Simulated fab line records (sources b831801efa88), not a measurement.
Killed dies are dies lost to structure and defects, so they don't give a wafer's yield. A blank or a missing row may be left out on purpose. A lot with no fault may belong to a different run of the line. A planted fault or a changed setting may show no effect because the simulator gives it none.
Which tool was responsible? -- flow gf180mcu -- Sampling: 24 lots, 72 wafers, 6 of 602 route steps

== WHAT EACH GAUGE READ, for each wafer ==
GF_M5_OVL_MEAS_08. Usual: M5_OVL gives 0 nm (standard deviation 4).
lot,measured,on,M5_OVL (nm),flag
L074,day 26 03:00,overlay-01,-2 8 5,
L075,day 26 15:21,overlay-01,-4 -9 1,
L076,day 27 00:37,overlay-02,-3 -1 -7,
L077,day 27 07:24,overlay-01,0 0 6,
L078,day 27 11:45,overlay-02,0 -1 4,
L079,day 27 23:19,overlay-02,-7 2 -1,
L080,day 28 06:37,overlay-01,5 -3 0,
L081,day 28 16:46,overlay-02,-5 -3 0,
L082,day 28 22:26,overlay-01,-7 -6 -4,
L083,day 29 08:16,overlay-01,-8 1 -5,
L084,day 29 13:40,overlay-02,1 2 -4,
L085,day 29 17:03,overlay-02,-2 -5 2,
L086,day 30 01:39,overlay-01,0 3 -4,
L087,day 30 07:37,overlay-01,5 3 3,
L088,day 30 11:30,overlay-02,-5 4 7,
L089,day 30 18:45,overlay-02,4 -3 -2,
L090,day 31 02:00,overlay-02,-2 1 -5,
L091,day 31 09:30,overlay-01,-5 -3 -4,
L092,day 31 13:57,overlay-02,3 2 7,
L093,day 31 23:19,overlay-02,1 0 5,
L094,day 32 06:26,overlay-01,1 -3 -6,
L095,day 32 11:48,overlay-01,-5 5 5,
L097,day 32 17:51,overlay-01,2 -6 5,
L096,day 32 18:27,overlay-01,0 -5 -1,

GF_TOP_METAL_CD_MEAS_14: the cd target is 440 nm. Usual: cd-nm reads 440.2 nm (standard deviation 2.9).
lot,measured,on,cd-nm (nm),flag
L074,day 27 22:11,cd-sem-01,441.0 440.2 438.8,
L075,day 28 09:59,cd-sem-01,440.2 438.7 439.4,
L076,day 28 18:51,cd-sem-02,439.0 434.4 436.3,
L077,day 29 00:17,cd-sem-01,441.3 442.5 441.8,
L078,day 29 05:26,cd-sem-02,446.2 448.8 445.4,
L079,day 29 15:49,cd-sem-01,439.5 439.4 441.1,
L080,day 29 23:03,cd-sem-01,435.8 437.8 437.1,
L081,day 30 09:58,cd-sem-02,444.2 443.3 442.4,
L082,day 30 13:56,cd-sem-02,440.7 437.0 440.9,
L083,day 31 00:12,cd-sem-02,440.0 440.1 438.7,
L084,day 31 06:13,cd-sem-01,438.0 439.7 439.4,
L085,day 31 08:05,cd-sem-02,438.1 436.4 438.0,
L086,day 31 15:44,cd-sem-02,442.6 439.3 440.4,
L087,day 31 22:48,cd-sem-02,440.4 438.2 440.2,
L088,day 32 02:12,cd-sem-02,435.5 434.9 436.4,
L089,day 32 08:17,cd-sem-01,443.6 442.4 443.2,
L090,day 32 15:47,cd-sem-01,439.1 441.0 441.2,
L091,day 32 22:32,cd-sem-01,438.7 438.2 439.6,
L092,day 33 01:44,cd-sem-01,444.4 444.6 442.1,
L093,day 33 11:05,cd-sem-02,439.4 438.6 439.4,
L094,day 33 17:14,cd-sem-01,441.9 442.0 443.5,
L095,day 33 21:50,cd-sem-02,440.0 439.2 437.9,
L097,day 34 03:53,cd-sem-01,444.5 443.5 444.3,
L096,day 34 04:13,cd-sem-01,440.1 440.1 438.5,

GF_PASSIVATION_BOW_MEAS_14. Usual: PASSIVATION_BOW gives 134 um (standard deviation 11).
lot,measured,on,PASSIVATION_BOW (um),flag
L074,day 28 22:19,film-metro-01,121 126 125,
L075,day 29 08:33,film-metro-01,146 145 150,
L076,day 29 16:37,film-metro-03,119 127 130,
L077,day 29 22:22,film-metro-04,139 144 143,
L078,day 30 03:03,film-metro-03,125 128 144,
L079,day 30 12:50,film-metro-03,147 150 137,
L080,day 30 20:19,film-metro-04,144 132 126,
L081,day 31 06:20,film-metro-04,118 110 125,
L082,day 31 12:25,film-metro-03,142 144 136,
L083,day 31 20:47,film-metro-04,120 120 122,
L084,day 32 02:12,film-metro-04,132 144 145,
L085,day 32 05:04,film-metro-04,134 139 130,
L086,day 32 11:55,film-metro-01,128 139 128,
L087,day 32 18:22,film-metro-04,127 132 148,
L088,day 32 21:50,film-metro-04,132 135 145,
L089,day 33 03:39,film-metro-01,122 137 130,
L090,day 33 10:34,film-metro-04,109 115 126,
L091,day 33 17:31,film-metro-04,127 139 133,
L092,day 33 20:18,film-metro-04,115 123 137,
L093,day 34 05:28,film-metro-04,147 145 147,
L094,day 34 11:54,film-metro-01,136 127 137,
L095,day 34 15:30,film-metro-03,126 132 132,
L097,day 34 21:43,film-metro-04,147 139 139,
L096,day 34 22:04,film-metro-01,124 132 133,

== TOOL THAT RAN EACH LOT (tool first, then ch and the chambers of the sampled wafers, then the start) ==
lot,GF_MIM_SPUTTER_08,GF_V5_STRIP_18,GF_TOP_METAL_STRIP_17
L074,"pvd-sputter-02, day 24 08:00","plasma-asher-03 ch 0,1, day 27 01:08","plasma-asher-03 ch 0,1, day 27 22:44"
L075,"pvd-sputter-02, day 24 20:58","plasma-asher-04 ch 0,1, day 27 13:09","plasma-asher-03 ch 0,1, day 28 10:20"
L076,"pvd-sputter-04, day 25 06:07","plasma-asher-04 ch 0,1, day 27 22:12","plasma-asher-02 ch 0,1, day 28 19:11"
L077,"pvd-sputter-02, day 25 13:21","plasma-asher-03 ch 0,1, day 28 04:21","plasma-asher-03 ch 0,1, day 29 00:38"
L078,"pvd-sputter-04, day 25 18:16","plasma-asher-03 ch 0,1, day 28 09:02","plasma-asher-03 ch 0,1, day 29 05:47"
L079,"pvd-sputter-02, day 26 06:39","plasma-asher-01 ch 0,1, day 28 19:59","plasma-asher-04 ch 0,1, day 29 16:10"
L080,"pvd-sputter-02, day 26 13:13","plasma-asher-01 ch 0,1, day 29 03:29","plasma-asher-02 ch 0, day 29 23:23"
L081,"pvd-sputter-02, day 27 00:35","plasma-asher-04 ch 0,1, day 29 13:46","plasma-asher-03 ch 0,1, day 30 10:19"
L082,"pvd-sputter-03, day 27 06:04","plasma-asher-03 ch 0, day 29 17:53","plasma-asher-04 ch 0,1, day 30 14:28"
L083,"pvd-sputter-04, day 27 17:29","plasma-asher-01 ch 0,1, day 30 04:53","plasma-asher-03 ch 0,1, day 31 00:43"
L084,"pvd-sputter-04, day 27 23:25","plasma-asher-03 ch 0,1, day 30 10:37","plasma-asher-03 ch 0,1, day 31 06:45"
L085,"pvd-sputter-04, day 28 02:57","plasma-asher-04 ch 0,1, day 30 13:11","plasma-asher-02 ch 0,1, day 31 08:38"
L086,"pvd-sputter-03, day 28 11:44","plasma-asher-03 ch 0,1, day 30 21:02","plasma-asher-04 ch 0,1, day 31 16:16"
L087,"pvd-sputter-04, day 28 17:23","plasma-asher-03 ch 0,1, day 31 03:14","plasma-asher-04 ch 0,1, day 31 23:07"
L088,"pvd-sputter-04, day 28 23:00","plasma-asher-03 ch 0, day 31 07:29","plasma-asher-04 ch 0, day 32 02:32"
L089,"pvd-sputter-04, day 29 06:26","plasma-asher-04 ch 0,1, day 31 13:54","plasma-asher-03 ch 0,1, day 32 08:49"
L090,"pvd-sputter-02, day 29 13:00","plasma-asher-01 ch 0,1, day 31 21:34","plasma-asher-02 ch 0,1, day 32 16:08"
L091,"pvd-sputter-03, day 29 21:40","plasma-asher-03 ch 0,1, day 32 04:36","plasma-asher-03 ch 0,1, day 32 22:53"
L092,"pvd-sputter-03, day 30 02:04","plasma-asher-01 ch 1, day 32 08:26","plasma-asher-04 ch 0,1, day 33 02:05"
L093,"pvd-sputter-04, day 30 12:34","plasma-asher-01 ch 0,1, day 32 17:47","plasma-asher-04 ch 0,1, day 33 11:25"
L094,"pvd-sputter-03, day 30 20:00","plasma-asher-04 ch 0,1, day 33 00:17","plasma-asher-04 ch 0,1, day 33 17:35"
L095,"pvd-sputter-03, day 31 00:36","plasma-asher-01 ch 0,1, day 33 05:29","plasma-asher-03 ch 0,1, day 33 22:11"
L097,"pvd-sputter-03, day 31 07:50","plasma-asher-04 ch 0,1, day 33 11:08","plasma-asher-03 ch 0,1, day 34 04:14"
L096,"pvd-sputter-04, day 31 08:04","plasma-asher-03 ch 0,1, day 33 11:48","plasma-asher-04 ch 0,1, day 34 04:32"
- GF_MIM_SPUTTER_08: material AlCu, target thk 200 nm, time 10.6 s.
- GF_V5_STRIP_18: strips in O2/N2.
- GF_TOP_METAL_STRIP_17: strips in O2/N2.

== WHAT THE TOOLS THEMSELVES READ (means of the sampled wafers that have a number; where no wafer has one, the mark that the record gives instead) ==
GF_MIM_SPUTTER_08. Usual: throttle-valve-pct reads 29.8 % (standard deviation 1.5).
lot,tool,throttle-valve-pct (%),flag
L074,pvd-sputter-02,29.9,
L075,pvd-sputter-02,30.0,
L076,pvd-sputter-04,30.9,
L077,pvd-sputter-02,29.9,
L078,pvd-sputter-04,28.5,
L079,pvd-sputter-02,30.3,
L080,pvd-sputter-02,30.7,
L081,pvd-sputter-02,29.9,
L082,pvd-sputter-03,29.6,
L083,pvd-sputter-04,28.6,
L084,pvd-sputter-04,30.9,
L085,pvd-sputter-04,28.4,
L086,pvd-sputter-03,30.1,
L087,pvd-sputter-04,29.3,
L088,pvd-sputter-04,31.1,
L089,pvd-sputter-04,29.4,
L090,pvd-sputter-02,30.0,
L091,pvd-sputter-03,30.0,
L092,pvd-sputter-03,29.8,
L093,pvd-sputter-04,29.4,
L094,pvd-sputter-03,29.7,
L095,pvd-sputter-03,29.6,
L097,pvd-sputter-03,29.5,
L096,pvd-sputter-04,29.3,

GF_V5_STRIP_18. Usual: drypump-motor-current-A 5.6 A, standard deviation 0.56; heater-power-w 323 W, standard deviation 12; oes-product-au 0.569 a.u., standard deviation 0.0051.
lot,tool,drypump-motor-current-A (A),heater-power-w (W),oes-product-au (a.u.),flag
L074,plasma-asher-03,5.3,322,0.569,
L075,plasma-asher-04,5.8,319,0.566,
L076,plasma-asher-04,5.9,325,0.572,
L077,plasma-asher-03,5.3,326,0.567,
L078,plasma-asher-03,5.2,314,0.576,
L079,plasma-asher-01,5.7,321,0.566,
L080,plasma-asher-01,5.7,324,0.572,
L081,plasma-asher-04,5.8,327,0.567,
L082,plasma-asher-03,5.5,333,0.565,
L083,plasma-asher-01,5.7,316,0.572,
L084,plasma-asher-03,5.2,312,0.570,
L085,plasma-asher-04,5.9,325,0.569,
L086,plasma-asher-03,5.2,315,0.566,
L087,plasma-asher-03,5.3,322,0.569,
L088,plasma-asher-03,5.5,330,0.565,
L089,plasma-asher-04,5.9,325,0.569,
L090,plasma-asher-01,5.8,322,0.569,
L091,plasma-asher-03,5.2,330,0.567,
L092,plasma-asher-01,5.3,321,0.572,
L093,plasma-asher-01,6.3,327,0.571,
L094,plasma-asher-04,5.8,327,0.571,
L095,plasma-asher-01,6.3,322,0.572,
L097,plasma-asher-04,5.9,327,0.567,
L096,plasma-asher-03,5.2,334,0.570,

GF_TOP_METAL_STRIP_17. Usual: drypump-motor-current-A 5.6 A, standard deviation 0.43; heater-power-w 323 W, standard deviation 14; oes-product-au 0.711 a.u., standard deviation 0.0048; strip-time-to-endpoint-s 12.90 s, standard deviation 0.078.
lot,tool,drypump-motor-current-A (A),heater-power-w (W),oes-product-au (a.u.),strip-time-to-endpoint-s (s),flag
L074,plasma-asher-03,5.3,324,0.708,12.87,
L075,plasma-asher-03,5.3,324,0.709,12.81,
L076,plasma-asher-02,6.0,308,0.711,12.79,
L077,plasma-asher-03,5.3,323,0.707,12.86,
L078,plasma-asher-03,5.2,320,0.712,12.88,
L079,plasma-asher-04,5.8,328,0.713,12.85,
L080,plasma-asher-02,5.8,306,0.708,12.92,
L081,plasma-asher-03,5.2,316,0.715,13.01,
L082,plasma-asher-04,5.9,323,0.713,12.85,
L083,plasma-asher-03,5.2,314,0.709,12.91,
L084,plasma-asher-03,5.3,325,0.713,12.98,
L085,plasma-asher-02,6.0,312,0.713,12.95,
L086,plasma-asher-04,5.9,321,0.710,12.98,
L087,plasma-asher-04,5.8,327,0.716,12.81,
L088,plasma-asher-04,5.8,328,0.709,12.96,
L089,plasma-asher-03,5.2,335,0.709,12.98,
L090,plasma-asher-02,6.0,309,0.710,12.92,
L091,plasma-asher-03,5.3,344,0.711,12.85,
L092,plasma-asher-04,5.8,326,0.711,13.04,
L093,plasma-asher-04,5.9,319,0.711,12.95,
L094,plasma-asher-04,5.8,324,0.709,12.94,
L095,plasma-asher-03,5.3,344,0.710,12.86,
L097,plasma-asher-03,5.2,332,0.711,12.91,
L096,plasma-asher-04,5.9,319,0.712,12.80,

== THE ANSWER, worked out from the rows above alone ==
Rule: a lot counts as off when the mean over its wafers that have a number is more than 3 standard deviations away from the usual mean. A lot without any number at a reading at which 4 lots or more have one is off too. Any other lot the step has rows for is counted as sound. Order of review: gauges by route order, followed by the tools' own readings, for which a lot's mean as printed above is used. The first step at which some lot is off is used, and at that step the reading that is off furthest; a lot without a number counts as furthest.
Nothing can be told from this: no lot is off at any reading shown.

== WHAT WAS PUT IN BY THE SIMULATOR ==
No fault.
